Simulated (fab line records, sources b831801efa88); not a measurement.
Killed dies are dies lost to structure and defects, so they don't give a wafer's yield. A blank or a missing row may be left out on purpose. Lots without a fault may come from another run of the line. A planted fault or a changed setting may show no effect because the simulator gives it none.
Which tool did it? | flow sky130 | 14 lots, 42 wafers sampled, at 6 steps of a route of 708

WHAT THE GAUGES READ, wafer by wafer
SKY_LI_CONTACT_BOW_MEAS_03.
lot  | measured     | on            | LI_CONTACT_BOW (um)
L651 | day 28 00:29 | film_metro-03 | 52 48 43
L653 | day 28 13:36 | film_metro-04 | 57 62 65
L654 | day 29 01:24 | film_metro-04 | 50 61 56
L655 | day 29 06:56 | film_metro-01 | 50 53 47
L656 | day 30 00:08 | film_metro-01 | 62 62 55
L658 | day 30 20:20 | film_metro-03 | 57 53 56
L657 | day 30 23:38 | film_metro-03 | 49 59 51
L660 | day 31 11:49 | film_metro-01 | 50 50 47
L662 | day 31 19:44 | film_metro-03 | 53 44 64
L663 | day 32 07:34 | film_metro-03 | 65 51 54
L664 | day 32 13:26 | film_metro-04 | 49 46 59
L666 | day 33 05:24 | film_metro-01 | 51 60 55
L667 | day 33 09:15 | film_metro-03 | 50 45 65
L670 | day 34 11:30 | film_metro-03 | 55 46 53

SKY_LOCAL_INTERCONNECT_CD_MEAS_11: target cd 170 nm.
lot  | measured     | on        | cd_nm (nm)
L651 | day 30 10:49 | cd_sem-01 | 169.7 171.1 169.9
L653 | day 30 23:46 | cd_sem-02 | 169.7 170.3 168.6
L654 | day 31 09:31 | cd_sem-02 | 172.6 172.5 171.6
L655 | day 31 17:27 | cd_sem-02 | 170.9 172.4 171.6
L656 | day 32 08:33 | cd_sem-01 | 169.9 170.4 170.8
L658 | day 33 04:38 | cd_sem-01 | 172.9 172.6 172.0
L657 | day 33 08:27 | cd_sem-02 | 171.3 171.1 171.8
L660 | day 33 19:53 | cd_sem-01 | 169.3 169.4 169.4
L662 | day 34 02:35 | cd_sem-02 | 168.5 170.4 167.2
L663 | day 34 15:09 | cd_sem-01 | 172.0 169.9 170.1
L664 | day 34 20:21 | cd_sem-01 | 172.0 170.7 171.4
L666 | day 35 12:44 | cd_sem-02 | 169.6 - -
L667 | day 35 16:03 | cd_sem-01 | 169.6 - -
L670 | day 36 18:04 | cd_sem-02 | 172.7 173.6 172.1

SKY_LOCAL_INTERCONNECT_OVL_MEAS_12.
lot  | measured     | on         | LOCAL_INTERCONNECT_OVL (nm)
L651 | day 30 10:53 | overlay-01 | -1 -5 -8
L653 | day 30 23:53 | overlay-02 | -3 -2 -3
L654 | day 31 09:38 | overlay-02 | -12 -2 -9
L655 | day 31 17:35 | overlay-02 | -2 7 2
L656 | day 32 08:40 | overlay-02 | -10 -4 -13
L658 | day 33 04:43 | overlay-02 | 0 -8 -3
L657 | day 33 08:34 | overlay-02 | -3 -10 -10
L660 | day 33 19:59 | overlay-02 | 2 0 -7
L662 | day 34 02:41 | overlay-02 | -9 -8 -9
L663 | day 34 15:16 | overlay-02 | 3 -4 -7
L664 | day 34 20:29 | overlay-02 | -8 -4 -3
L666 | day 35 12:50 | overlay-02 | -5 - -
L667 | day 35 16:10 | overlay-02 | -6 - -
L670 | day 36 18:11 | overlay-02 | -10 -11 -7

WHICH TOOL RAN EACH LOT (tool, then ch and the chambers of the sampled wafers, then the start)
lot  | SKY_LI_CONTACT_CMP_02         | SKY_LI_CONTACT_CVD_21         | SKY_LOCAL_INTERCONNECT_EXPOSE_08
L651 | cmp-01 ch 1,2,3, day 28 00:14 | cvd_w-02 ch 0,1, day 29 05:31 | krf_scanner-02 ch 0, day 29 20:25
L653 | cmp-02 ch 0,1, day 28 13:18   | cvd_w-01 ch 1, day 29 18:25   | krf_scanner-01 ch 0, day 30 09:32
L654 | cmp-01 ch 0,1,2, day 29 01:09 | cvd_w-01 ch 1, day 30 05:43   | krf_scanner-02 ch 0, day 30 20:41
L655 | cmp-02 ch 0,2, day 29 06:40   | cvd_w-01 ch 0,1, day 30 12:05 | krf_scanner-01 ch 0, day 31 03:26
L656 | cmp-02 ch 0,1,3, day 29 23:52 | cvd_w-02 ch 0,1, day 31 04:33 | krf_scanner-01 ch 0, day 31 19:13
L658 | cmp-01 ch 2,3, day 30 20:02   | cvd_w-01 ch 0,1, day 32 00:50 | krf_scanner-02 ch 0, day 32 15:30
L657 | cmp-02 ch 1,2,3, day 30 23:29 | cvd_w-01 ch 0,1, day 32 04:44 | krf_scanner-01 ch 0, day 32 19:16
L660 | cmp-02 ch 1,3, day 31 11:29   | cvd_w-02 ch 0, day 32 15:51   | krf_scanner-02 ch 0, day 33 06:48
L662 | cmp-01 ch 0,2, day 31 19:28   | cvd_w-01 ch 0,1, day 32 23:21 | krf_scanner-02 ch 0, day 33 14:24
L663 | cmp-01 ch 0,1, day 32 07:16   | cvd_w-01 ch 0,1, day 33 11:46 | krf_scanner-01 ch 0, day 34 02:20
L664 | cmp-01 ch 1,2,3, day 32 13:13 | cvd_w-01 ch 0,1, day 33 16:44 | krf_scanner-01 ch 0, day 34 06:36
L666 | cmp-01 ch 2,3, day 33 05:04   | cvd_w-02 ch 0,1, day 34 08:23 | krf_scanner-01 ch 0, day 34 23:20
L667 | cmp-02 ch 0,3, day 33 08:59   | cvd_w-01 ch 1, day 34 12:29   | krf_scanner-01 ch 0, day 35 02:57
L670 | cmp-02 ch 2,3, day 34 11:12   | cvd_w-02 ch 0,1, day 35 15:17 | krf_scanner-02 ch 0, day 36 05:33
- SKY_LI_CONTACT_CMP_02: polishes PSG.
- SKY_LI_CONTACT_CVD_21: deposits W, target thk 400 nm, time 120.56 s.
- SKY_LOCAL_INTERCONNECT_EXPOSE_08: exposes mask LI1M, target cd 170 nm.

WHAT THE TOOLS THEMSELVES READ (means of the sampled wafers that have a number; where no wafer has one, the mark that the record gives instead)
SKY_LI_CONTACT_CMP_02.
lot  | tool   | edge_zone_pressure_frac | motor_current_A (A) | time_to_endpoint_s (s)
L651 | cmp-01 | 0.999                   | 12.3                | 33.1
L653 | cmp-02 | 1.002                   | 12.1                | 34.7
L654 | cmp-01 | 1.004                   | 11.9                | 35.1
L655 | cmp-02 | 0.995                   | 12.1                | 34.6
L656 | cmp-02 | 1.003                   | 12.9                | 33.6
L658 | cmp-01 | 1.003                   | 12.4                | 32.0
L657 | cmp-02 | 1.005                   | 12.6                | 31.0
L660 | cmp-02 | 0.995                   | 12.1                | 30.4
L662 | cmp-01 | 1.000                   | 11.0                | 32.9
L663 | cmp-01 | 0.996                   | 11.4                | 33.8
L664 | cmp-01 | 1.001                   | 12.6                | 28.4
L666 | cmp-01 | 1.000                   | 11.8                | 35.3
L667 | cmp-02 | 1.001                   | 13.2                | 32.6
L670 | cmp-02 | 0.999                   | 13.1                | 33.8

SKY_LI_CONTACT_CVD_21.
lot  | tool     | heater_power_w (W)
L651 | cvd_w-02 | 786
L653 | cvd_w-01 | 959
L654 | cvd_w-01 | 955
L655 | cvd_w-01 | 899
L656 | cvd_w-02 | 799
L658 | cvd_w-01 | 901
L657 | cvd_w-01 | 894
L660 | cvd_w-02 | 750
L662 | cvd_w-01 | 939
L663 | cvd_w-01 | 925
L664 | cvd_w-01 | 946
L666 | cvd_w-02 | 843
L667 | cvd_w-01 | 971
L670 | cvd_w-02 | 799

SKY_LOCAL_INTERCONNECT_EXPOSE_08.
lot  | tool           | stage_vel_mm_s (mm/s)
L651 | krf_scanner-02 | 499.99
L653 | krf_scanner-01 | 499.80
L654 | krf_scanner-02 | 500.14
L655 | krf_scanner-01 | 500.05
L656 | krf_scanner-01 | 499.83
L658 | krf_scanner-02 | 499.74
L657 | krf_scanner-01 | 499.39
L660 | krf_scanner-02 | 499.90
L662 | krf_scanner-02 | 499.84
L663 | krf_scanner-01 | 499.96
L664 | krf_scanner-01 | 500.12
L666 | krf_scanner-01 | 499.89
L667 | krf_scanner-01 | 499.65
L670 | krf_scanner-02 | 500.19

THE ANSWER, worked out from the rows above alone
Rule: what is usual is taken from the lots themselves. Put in order of their means at a reading, lots are off if they are a third of the lots or fewer, leave a main group of 4 or more, and stand apart from it by a gap of 3 or more times the standard deviation of the main group's means; of several such gaps the widest counts. A main group whose means are all the same, to the digits that the tables above print for the reading, isn't used. A lot without any number at a reading at which 4 lots or more have one is off too. The other lots that the step has rows for count as sound. The gauges are gone through in route order, then the tools' own readings, and for those a lot's mean is taken as printed above. The first step at which some lot is off is used, and at that step the reading that is off furthest; a lot without a number counts as furthest.
No lot is off at any reading shown: from this, nothing can be told.

WHAT THE SIMULATOR HAD PUT IN
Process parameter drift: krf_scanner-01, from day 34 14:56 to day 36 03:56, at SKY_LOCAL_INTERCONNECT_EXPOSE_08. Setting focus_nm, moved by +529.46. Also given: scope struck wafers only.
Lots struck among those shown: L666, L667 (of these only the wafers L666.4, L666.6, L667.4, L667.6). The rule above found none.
